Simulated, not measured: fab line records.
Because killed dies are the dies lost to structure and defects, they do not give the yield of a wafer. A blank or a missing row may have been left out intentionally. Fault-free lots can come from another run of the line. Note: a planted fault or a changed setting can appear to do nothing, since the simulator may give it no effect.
Which tool is to blame? + flow sky130 + Sampling: 6 lots, 18 wafers, 4 of 708 route steps

## WHAT EACH GAUGE READ, for each wafer
SKY_DNWELL_TW_MEAS_09.
| lot  | measured    | on           | DNWELL_TW                     |
|------|-------------|--------------|-------------------------------|
| L625 | day 3 13:04 | filmMetro-01 | 1088 1093 1091                |
| L629 | day 4 09:41 | filmMetro-03 | 1123 1127 1130                |
| L635 | day 5 19:14 | filmMetro-03 | 1129 1126 1120                |
| L638 | day 6 10:58 | filmMetro-02 | 1103 1100 1102                |
| L642 | day 7 08:22 | filmMetro-03 | 1175 1173 1172 1175 1175 1176 |
| L644 | day 7 18:20 | filmMetro-02 | 1115 1103 1109                |

## EACH LOT AND THE TOOL THAT RAN IT (in order: tool; ch and the chambers of the sampled wafers; start)
| lot  | SKY_FIELD_ISO_ETCH_15            | SKY_FIELD_ISO_STRIP_16             | SKY_DNWELL_IMPLANT_07          |
|------|----------------------------------|------------------------------------|--------------------------------|
| L625 | rieDiel-01 ch 1,2, day 2 14:44   | plasmaAsher-01 ch 0,1, day 2 14:47 | implanter-02 ch 0, day 3 12:49 |
| L629 | rieDiel-04 ch 1,2,3, day 3 08:05 | plasmaAsher-01 ch 0,1, day 3 08:10 | implanter-02 ch 0, day 4 09:28 |
| L635 | rieDiel-01 ch 0,1,2, day 4 15:42 | plasmaAsher-01 ch 0,1, day 4 15:45 | implanter-04 ch 0, day 5 18:59 |
| L638 | rieDiel-01 ch 0,1,3, day 5 06:27 | plasmaAsher-04 ch 0,1, day 5 06:32 | implanter-04 ch 0, day 6 10:44 |
| L642 | rieDiel-04 ch 0,2,3, day 6 04:08 | plasmaAsher-04 ch 0,1, day 6 04:12 | implanter-01 ch 0, day 7 08:07 |
| L644 | rieDiel-04 ch 0,2,3, day 6 14:02 | plasmaAsher-03 ch 0,1, day 6 14:05 | implanter-02 ch 0, day 7 18:06 |
- SKY_FIELD_ISO_ETCH_15: etches the open film in CHF3/O2, stops on Si, target depth 180 nm, time 72 s.
- SKY_FIELD_ISO_STRIP_16: strips in O2/N2.
- SKY_DNWELL_IMPLANT_07

## THE ANSWER, worked out from the rows above alone
Rule: usual is defined by the lots themselves. The widest of any qualifying gaps counts: lots, ordered by their means at a reading, are off when they make up no more than a third of the lots, leave a main group of 4 or more, and stand apart from it by 3 or more times the standard deviation of that group's means. Not used: any main group whose means are identical at the precision the tables above print for the reading. A lot without any number at a reading at which 4 lots or more have one is off too. The other lots that the step has rows for count as sound.
Off: L642, seen at SKY_DNWELL_TW_MEAS_09 (DNWELL_TW). Mean 1111 and standard deviation 14 in the main group.
A tool fits if, at a process step before that reading, it ran every lot that is off, and no sound lot after the first of them. Gauges at SKY_DNWELL_TW_MEAS_09: tried the same way as those tools. Can't be told from this: 3 tools fit, plasmaAsher-04 at SKY_FIELD_ISO_STRIP_16, implanter-01 at SKY_DNWELL_IMPLANT_07, filmMetro-03 at SKY_DNWELL_TW_MEAS_09.

## WHAT WAS PUT IN BY THE SIMULATOR
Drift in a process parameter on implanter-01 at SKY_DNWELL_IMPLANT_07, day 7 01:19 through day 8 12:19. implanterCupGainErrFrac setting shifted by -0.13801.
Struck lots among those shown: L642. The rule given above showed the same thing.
